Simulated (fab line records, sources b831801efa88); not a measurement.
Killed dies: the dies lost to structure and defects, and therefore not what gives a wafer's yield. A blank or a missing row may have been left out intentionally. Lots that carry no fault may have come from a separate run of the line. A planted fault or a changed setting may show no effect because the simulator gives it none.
2 desks looking at one fault | flow sky130 | only its own numbers are on each desk; what lay behind them is given at the end

METROLOGY DESK
What the gauges read for every lot (on any tool): the sampled wafers with a number, averaged. A lot is out of limits, marked OUT, if its mean lies more than 4 standard deviations from the usual mean; the brackets give that distance.
Columns: A = LOCAL_INTERCONNECT_TIN_RS at SKY_LOCAL_INTERCONNECT_RS_MEAS_01, usual 14.12 ohm/sq; B = LOCAL_INTERCONNECT_TIN_THK at SKY_LOCAL_INTERCONNECT_THK_MEAS_02, usual 98.7 nm
lot  | first seen here | A     | B
L192 | day 29 05:50    | 14.13 | 99.1
L193 | day 29 12:38    | 13.97 | 99.9
L194 | day 30 03:40    | 14.27 | 97.8
L195 | day 30 10:20    | 14.14 | 98.1
L196 | day 30 16:16    | 13.94 | 99.8
L198 | day 31 06:22    | 13.89 | 100.0
L197 | day 31 07:02    | 14.09 | 98.7
L199 | day 31 17:17    | 14.13 | 98.3
L207 | day 34 18:46    | 13.85 | 100.1
L208 | day 35 00:32    | 13.86 | 100.8
L209 | day 35 03:25    | 13.57 | 102.0
L210 | day 35 08:22    | 14.20 | 98.6
L213 | day 36 02:53    | 14.18 | 98.2
This desk's finding: nothing out of limits on any of the 13 lots.

TOOL OWNER'S DESK, pvd sputter-04
At SKY_LOCAL_INTERCONNECT_SPUTTER_00 (material TiN, target thk 100 nm, time 83.3 s) the tool's own readings: per lot run on this tool, the mean of the sampled wafers that have a number. A lot is out of limits, marked OUT, if its mean lies more than 4 standard deviations from the usual mean; the brackets give that distance.
Columns: A = throttle valve pct at SKY_LOCAL_INTERCONNECT_SPUTTER_00, usual 29.3 %
lot  | first seen here | A
L198 | day 31 06:17    | 28.5
L199 | day 31 17:13    | 29.1
L207 | day 34 18:43    | 29.3
L208 | day 35 00:28    | 28.4
L209 | day 35 03:20    | 29.8
This desk's finding: nothing out of limits on any of the 5 lots.

TAKEN TOGETHER
At the metrology desk, nothing out of limits was observed.
The tool owner's desk saw nothing out of limits.

WHAT THE SIMULATOR PUT IN
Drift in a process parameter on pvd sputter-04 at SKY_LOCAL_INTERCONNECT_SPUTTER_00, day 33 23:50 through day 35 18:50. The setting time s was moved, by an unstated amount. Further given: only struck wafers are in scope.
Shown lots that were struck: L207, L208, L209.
